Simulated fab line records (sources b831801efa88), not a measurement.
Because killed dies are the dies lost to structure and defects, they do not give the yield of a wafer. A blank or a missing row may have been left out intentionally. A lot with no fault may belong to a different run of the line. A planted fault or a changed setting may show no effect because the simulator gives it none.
fab line records	flow sky130
record lots=11	wafers=33	lastDay=50
route steps=708 shown SD_N@354 LI_CONTACT@376 LOCAL_INTERCONNECT@387 PAD_OPEN@708
lots that met no fault: taken from a fault-free run of the same line
startH: the number of hours between the record's first day and the start of the first shown wafer of the lot	waitH: hours elapsed since this lot's preceding step	" as in the row above	L1.1+2: one row covering several wafers at once	- no value, or no start was given	* or withheld: withheld	< > ~ a bound
route shown NAME@n: names a module that has steps shown in the file, with the first one's number in the route	usual: average and standard deviation across the fault-free wafers	same: alike in all rows	chamber/n: place in a boat	sites: readings site by site	_std_site: the standard deviation of these	_edge_site: mean of outer sites minus mean of inner sites	radiusMm: for every site, how far away it sits from the centre of the wafer	mask NAME#n: copy n	behind: the most recent tool/chamber to have shaped the wafer	hold: the reason the lot was held/the length of the hold in hours/how it ended	device: names the non-switching transistor (n, p or np)	end of line: the same wafers' tests at the end of the route	for a step that has no rows: nothing shown but its recipe	killed: at the first sort, the dies lost to defects and structure; wafer yield is something else	map: a wafer's dies, x killed, . not, _ none there
set.NAME: the setting that was run; set.NAME@STEP: the one run at that earlier step	model.NAME: the simulator's own value behind a step, which no gauge read
one table for each step of the route and one row for each wafer, over a sample of lots
services: a tool's chamber out of use, with start hour (startH, from the record's first day; less than 0 if before it), hours out, and reason
## steps
# step SKY_SD_N_TW_MEAS_12
# usual SD_N_TW=3971/37
lot.wafer	tool	chamber	startH	waitH	SD_N_TW
L460.1	filmMetro-03	-	662.29	0.1	3971
L460.5	"	-	"	"	3963
L460.6	"	-	"	"	3993
L461.2	filmMetro-03	-	672.15	0.1	3950
L461.3	"	-	"	"	3938
L461.5	"	-	"	"	3950
L462.1	filmMetro-02	-	688.97	0.1	3968
L462.4	"	-	"	"	3959
L462.5	"	-	"	"	3973
L471.2	filmMetro-01	-	754.08	0.1	4036
L471.4	"	-	"	"	4051
L471.6	"	-	"	"	4019
L472.3	filmMetro-01	-	764.84	0.1	3995
L472.4	"	-	"	"	3989
L472.6	"	-	"	"	3971
L473.2	filmMetro-01	-	779.02	0.1	4045
L473.3	"	-	"	"	4020
L473.5	"	-	"	"	4014
L475.1	filmMetro-02	-	796.19	0.1	3932
L475.2	"	-	"	"	3955
L475.4	"	-	"	"	3926
L477.2	filmMetro-02	-	800.13	0.1	3966
L477.3	"	-	"	"	3961
L477.5	"	-	"	"	3933
L479.1	filmMetro-03	-	821.52	0.1	3952
L479.4	"	-	"	"	3938
L479.6	"	-	"	"	3950
L480.1	filmMetro-03	-	822.58	0.1	3980
L480.2	"	-	"	"	3983
L480.5	"	-	"	"	3957
L481.1	filmMetro-01	-	827.89	0.1	4008
L481.2	"	-	"	"	3964
L481.4	"	-	"	"	3988
# step SKY_LI_CONTACT_ETCH_14
# recipe chemistry=N2/H2	target=BARC	ionEnergyEv=200	sourceW=500	biasW=100	pressureMtorr=30	n2FlowSccm=100	h2FlowSccm=200	stopOn=SiO2	timeS=45.9	targetDepthA=600
# usual biasW=99.98/0.29	chamberPressureMTorr=30.000/0.027	drypumpMotorCurrentA=5.4/0.4	oesProductAu=0.855/0.005	throttleValvePct=13.225/0.0087
lot.wafer	tool	chamber	startH	waitH	biasW	chamberPressureMTorr	drypumpMotorCurrentA	oesProductAu	rfHoursCounterH	throttleValvePct
L460.1	rieDiel-01	3	690.92	0.0	99.71	30.032	5.7	0.854	2	13.220
L460.5	"	2	"	"	100.27	30.025	5.4	0.855	-	13.228
L460.6	"	1	"	"	99.68	29.974	4.9	0.854	-	13.221
L461.2	rieDiel-01	1	701.57	0.0	100.37	30.002	5.0	0.856	23	13.238
L461.3	"	1	"	"	100.52	30.006	5.0	0.848	-	13.214
L461.5	"	3	"	"	99.56	30.021	5.7	0.860	-	13.222
L462.1	rieDiel-01	3	718.41	0.0	99.97	29.961	5.7	0.853	3	13.222
L462.4	"	2	"	"	100.55	29.994	5.4	0.856	12	13.217
L462.5	"	2	"	"	100.02	29.970	5.4	0.851	-	13.221
L471.2	rieDiel-02	0	782.29	0.0	100.18	29.993	5.0	0.851	3	13.212
L471.4	"	0	"	"	100.43	30.010	5.0	0.850	-	13.222
L471.6	"	3	"	"	100.05	30.025	6.0	0.851	-	13.234
L472.3	rieDiel-02	1	793.27	0.0	100.10	30.008	6.0	0.857	17	13.208
L472.4	"	1	"	"	99.92	30.010	6.0	0.853	-	13.217
L472.6	"	0	"	"	99.73	29.985	5.0	0.853	-	13.212
L473.2	rieDiel-01	2	807.76	0.0	100.24	30.026	5.4	0.847	14	13.221
L473.3	"	0	"	"	99.89	30.020	5.1	0.847	20	13.217
L473.5	"	2	"	"	99.77	29.990	5.4	0.846	-	13.233
L475.1	rieDiel-02	0	824.52	0.0	99.48	29.977	5.0	0.853	5	13.242
L475.2	"	3	"	"	100.15	29.991	6.0	0.859	24	13.227
L475.4	"	1	"	"	100.04	30.018	6.0	0.853	18	13.222
L477.2	rieDiel-03	3	828.51	0.0	100.25	29.994	5.4	0.852	7	13.244
L477.3	"	2	"	"	99.74	30.006	5.4	0.860	1	13.230
L477.5	"	0	"	"	100.54	30.005	6.2	0.853	-	13.233
L479.1	rieDiel-01	2	848.54	0.0	99.87	29.983	5.4	0.863	15	13.227
L479.4	"	1	"	"	99.89	30.025	5.0	0.849	27	13.235
L479.6	"	2	"	"	99.73	30.021	5.4	0.861	-	13.233
L480.1	rieDiel-01	1	850.22	0.0	99.62	29.970	4.9	0.855	27	13.233
L480.2	"	0	"	"	99.89	29.971	5.2	0.856	21	13.220
L480.5	"	0	"	"	100.42	29.984	5.1	0.853	-	13.231
L481.1	rieDiel-01	3	855.36	0.0	99.44	29.983	5.7	0.856	6	13.226
L481.2	"	2	"	"	99.69	29.995	5.4	0.861	15	13.234
L481.4	"	0	"	"	99.81	30.036	5.1	0.852	-	13.232
# step SKY_LI_CONTACT_ETCH_15
# recipe target=PSG	chemistry=C4F8/O2/Ar	stopOn=Si	taperDeg=4.15	maskMaterial=KrF-thick	sourceW=1500	biasW=1200	pressureMtorr=40	c4f8FlowSccm=withheld	O2_flow_sccm=6	Ar_flow_sccm=300	timeS=withheld	targetDepthA=6000
# usual biasW=1200/3.7	chamberPressureMTorr=39.99/0.032	oesProductAu=0.837/0.0039
lot.wafer	tool	chamber	startH	waitH	biasW	chamberPressureMTorr	oesProductAu
L460.1	rieDiel-01	3	690.97	0.0	1197	40.00	0.839
L460.5	"	2	"	"	1206	39.93	0.834
L460.6	"	1	"	"	1208	39.97	0.839
L461.2	rieDiel-01	1	701.64	0.0	979	40.00	0.843
L461.3	"	1	"	"	979	39.98	0.842
L461.5	"	3	"	"	987	39.98	0.842
L462.1	rieDiel-01	3	718.45	0.0	986	40.03	0.836
L462.4	"	2	"	"	981	40.05	0.834
L462.5	"	2	"	"	983	39.97	0.836
L471.2	rieDiel-02	0	782.33	0.0	1202	40.00	0.836
L471.4	"	0	"	"	1195	40.00	0.843
L471.6	"	3	"	"	1205	39.98	0.836
L472.3	rieDiel-02	1	793.32	0.0	1200	40.01	0.833
L472.4	"	1	"	"	1201	39.98	0.834
L472.6	"	0	"	"	1204	40.05	0.833
L473.2	rieDiel-01	2	807.80	0.0	1192	39.93	0.835
L473.3	"	0	"	"	1199	40.08	0.839
L473.5	"	2	"	"	1194	40.05	0.842
L475.1	rieDiel-02	0	824.57	0.0	1208	40.02	0.831
L475.2	"	3	"	"	1193	39.98	0.835
L475.4	"	1	"	"	1201	40.00	0.831
L477.2	rieDiel-03	3	828.55	0.0	1201	39.93	0.841
L477.3	"	2	"	"	1204	40.00	0.842
L477.5	"	0	"	"	1201	40.02	0.842
L479.1	rieDiel-01	2	848.58	0.0	1197	39.98	0.835
L479.4	"	1	"	"	1200	39.98	0.831
L479.6	"	2	"	"	1200	39.96	0.836
L480.1	rieDiel-01	1	850.27	0.0	1198	40.01	0.836
L480.2	"	0	"	"	1206	40.00	0.837
L480.5	"	0	"	"	1204	39.96	0.835
L481.1	rieDiel-01	3	855.40	0.0	1195	40.01	0.838
L481.2	"	2	"	"	1205	39.96	0.842
L481.4	"	0	"	"	1199	39.96	0.836
# step SKY_LI_CONTACT_STRIP_16
# recipe chemistry=O2/N2	powerW=1400	pressureMtorr=1500	platenTempC=withheld	o2FlowSccm=3000	n2FlowSccm=300	overashFraction=0.5
# usual chamberPressureMTorr=1499.9/1.4	drypumpMotorCurrentA=5.5/0.61	o2FlowSccm=3001/9.6	oesProductAu=0.376/0.005	stripTimeToEndpointS=3.49/0.032
lot.wafer	tool	chamber	startH	waitH	chamberPressureMTorr	drypumpMotorCurrentA	o2FlowSccm	oesProductAu	rfHoursCounterH	stripTimeToEndpointS
L460.1	plasmaAsher-02	1	691.05	-	1498.9	5.0	2995	0.375	96	3.54
L460.5	"	0	"	"	1500.7	5.2	3006	0.377	-	3.48
L460.6	"	1	"	"	1500.3	5.0	2979	0.382	-	3.52
L461.2	plasmaAsher-04	1	701.76	-	1501.1	4.8	2998	0.380	29	3.62
L461.3	"	1	"	"	1502.2	4.9	2990	0.380	-	3.60
L461.5	"	0	"	"	1499.7	6.4	2984	0.382	-	3.61
L462.1	plasmaAsher-04	0	718.53	-	1500.0	6.4	3008	0.380	31	3.64
L462.4	"	0	"	"	1498.7	6.4	3010	0.390	-	3.60
L462.5	"	1	"	"	1499.1	4.8	3015	0.386	-	3.59
L471.2	plasmaAsher-02	0	782.42	-	1497.0	5.2	2995	0.369	4	3.49
L471.4	"	1	"	"	1499.3	4.9	2992	0.373	-	3.48
L471.6	"	0	"	"	1500.3	5.2	3009	0.370	-	3.47
L472.3	plasmaAsher-02	0	793.43	-	1501.1	5.2	3000	0.380	-	3.48
L472.4	"	1	"	"	1498.4	5.0	2998	0.371	-	3.50
L472.6	"	0	"	"	1499.3	5.2	2999	0.385	-	3.50
L473.2	plasmaAsher-02	0	807.88	-	1500.5	5.2	3009	0.375	6	3.46
L473.3	"	1	"	"	1499.8	5.0	2971	0.373	-	3.45
L473.5	"	1	"	"	1499.2	5.0	2992	0.374	-	3.45
L475.1	plasmaAsher-04	0	824.65	-	1501.2	6.4	2985	0.375	41	3.50
L475.2	"	1	"	"	1498.1	4.9	2992	0.379	41	3.48
L475.4	"	0	"	"	1500.1	6.4	2991	0.375	-	3.49
L477.2	plasmaAsher-04	0	828.63	-	1499.3	6.3	3011	0.377	42	3.50
L477.3	"	1	"	"	1500.9	4.8	3011	0.383	-	3.54
L477.5	"	0	"	"	1499.4	6.3	2997	0.379	-	3.55
L479.1	plasmaAsher-04	0	848.67	-	1500.1	6.4	3003	0.377	44	3.46
L479.4	"	0	"	"	1498.9	6.3	2994	0.370	-	3.54
L479.6	"	1	"	"	1498.1	4.8	2998	0.369	-	3.48
L480.1	plasmaAsher-04	0	850.35	-	1498.8	6.3	3012	0.384	45	3.58
L480.2	"	1	"	"	1497.7	4.9	3002	0.383	45	3.49
L480.5	"	1	"	"	1500.8	4.9	3016	0.378	-	3.47
L481.1	plasmaAsher-04	1	855.48	-	1497.6	4.9	3009	0.375	46	3.51
L481.2	"	0	"	"	1500.6	6.4	3003	0.371	46	3.48
L481.4	"	1	"	"	1501.8	4.8	3005	0.380	-	3.48
# step SKY_LOCAL_INTERCONNECT_SPUTTER_00
# recipe material=TiN	targetThkNm=100	tempC=300	powerW=6500	timeS=83.3	chamberPressurePa=0.4
# usual throttleValvePct=30.1/1.3
lot.wafer	tool	chamber	startH	waitH	throttleValvePct
L460.1	pvdSputter-04	-	692.09	0.1	28.8
L460.5	"	-	"	"	27.0
L460.6	"	-	"	"	29.3
L461.2	pvdSputter-01	-	702.80	0.2	31.2
L461.3	"	-	"	"	30.8
L461.5	"	-	"	"	31.1
L462.1	pvdSputter-04	-	719.57	0.2	27.2
L462.4	"	-	"	"	27.2
L462.5	"	-	"	"	29.2
L471.2	pvdSputter-04	-	783.47	0.2	32.3
L471.4	"	-	"	"	29.2
L471.6	"	-	"	"	29.3
L472.3	pvdSputter-01	-	794.47	0.2	30.9
L472.4	"	-	"	"	30.1
L472.6	"	-	"	"	31.0
L473.2	pvdSputter-01	-	808.92	0.1	30.9
L473.3	"	-	"	"	30.9
L473.5	"	-	"	"	29.6
L475.1	pvdSputter-03	-	825.69	0.2	29.9
L475.2	"	-	"	"	31.2
L475.4	"	-	"	"	29.5
L477.2	pvdSputter-04	-	829.69	0.1	28.8
L477.3	"	-	"	"	32.5
L477.5	"	-	"	"	26.9
L479.1	pvdSputter-03	-	849.71	0.2	30.3
L479.4	"	-	"	"	31.3
L479.6	"	-	"	"	29.6
L480.1	pvdSputter-01	-	851.39	0.1	30.3
L480.2	"	-	"	"	31.2
L480.5	"	-	"	"	30.2
L481.1	pvdSputter-01	-	856.54	0.2	31.2
L481.2	"	-	"	"	29.9
L481.4	"	-	"	"	30.9
# step SKY_PAD_OPEN_PROBE_99
# usual killed_at_M0_to_M3=45/7.5	killed_at_M4_up=3.2/1.8	killedAtContacts=24/4.9	killedAtFrontEnd=15/4.4	killedAtOther=0.3/0.54	killedDies=87/9.8	killedOpen=47/6.4	killedShort=40/6.5
# same grossDies=492	killedAtBackSide=0
lot.wafer	tool	chamber	startH	waitH	killed_at_M0_to_M3	killed_at_M4_up	killedAtContacts	killedAtFrontEnd	killedAtOther	killedDies	killedOpen	killedShort
L461.2	prober-02	-	1096.70	0.1	45	6	20	14	0	85	47	38
L461.3	prober-02	-	1096.75	0.2	36	2	17	20	0	75	43	32
L461.5	prober-02	-	1096.85	0.2	47	4	28	28	0	107	60	47
# killed by level:class
L461.2 VIA1:geometricParticle:open=14 VIA2:geometricParticle:open=8 LI_CONTACT:geometricParticle:open=7 FIELD_ISO:geometricParticle:short=5 VIA1:geometricParticle:short=5 CONTACT:geometricParticle:open=4 CONTACT:geometricParticle:short=4 METAL3:geometricParticle:short=4
L461.3 VIA1:geometricParticle:open=12 CONTACT:geometricParticle:open=6 VIA3:geometricParticle:open=6 FIELD_ISO:geometricParticle:short=5 POLY_GATE:geometricParticle:short=5 LI_CONTACT:geometricParticle:open=4 CONTACT:geometricParticle:short=4 VIA2:geometricParticle:open=4
L461.5 POLY_GATE:geometricParticle:open=9 CONTACT:geometricParticle:open=9 VIA1:geometricParticle:open=8 FIELD_ISO:geometricParticle:open=7 VIA1:geometricParticle:short=6 METAL1:geometricParticle:short=6 VIA2:geometricParticle:open=6 LI_CONTACT:geometricParticle:open=5
## services
tool	chamber	startH	hours	kind
rieDiel-02	0	672.58	-	clean
rieDiel-02	0	672.58	25.8	scheduledDown
rieDiel-02	0	672.58	25.8	ventCycle
rieDiel-01	3	674.83	5.5	repair
rieDiel-03	-	676.30	1.8	repair
pvdSputter-01	-	694.27	5.5	repair
rieDiel-01	0	695.27	15.5	repair
rieDiel-01	2	701.23	1.7	repair
pvdSputter-04	2	702.33	-	consumableReplace:kit
pvdSputter-01	0	702.72	-	consumableReplace:kit
pvdSputter-01	0	702.72	18.0	scheduledDown
pvdSputter-01	0	702.72	18.0	ventCycle
rieDiel-02	3	713.31	10.1	repair
plasmaAsher-02	-	733.75	9.0	pm
rieDiel-02	-	748.16	0.3	repair
rieDiel-01	0	759.99	7.0	repair
rieDiel-02	2	769.92	24.9	repair
plasmaAsher-02	-	816.41	42.7	repair
rieDiel-01	2	833.96	5.1	repair
pvdSputter-04	-	837.54	0.6	repair
rieDiel-03	1	846.47	28.8	repair
rieDiel-01	1	855.28	-	clean
rieDiel-01	1	855.28	15.1	scheduledDown
rieDiel-01	1	855.28	15.1	ventCycle
## key
firstSign step=SKY_LI_CONTACT_ETCH_15	reading=biasW	direction=down	sigmas=59	usual=1200	struck=983
effect step=SKY_LI_CONTACT_STRIP_16	reading=stripTimeToEndpointS	direction=up	sigmas=3.7	usual=*	struck=*
metAt SKY_LI_CONTACT_ETCH_15
struckLots L461,L462
testerLeftOut L461,L462
notActingAt SKY_SD_N_TW_MEAS_12,SKY_LI_CONTACT_ETCH_14,SKY_LOCAL_INTERCONNECT_SPUTTER_00
onsetBetween 690.97 701.64
fault kind=processParameterDrift	tool=rieDiel-01	chamber=-	onsetH=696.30	steps=SKY_LI_CONTACT_ETCH_15	channel=biasW	offset=-215.3	shape=step	endH=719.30	actsIn=theseRecipesOnly	stated=1200
# testerLeftOut: of these lots the tester's yield and bins aren't shown, on N5 and GAA mostly nor the transistor test; their killed dies are dies lost to structure and defects alone, not to doping, threshold or leakage, so they don't give the yield
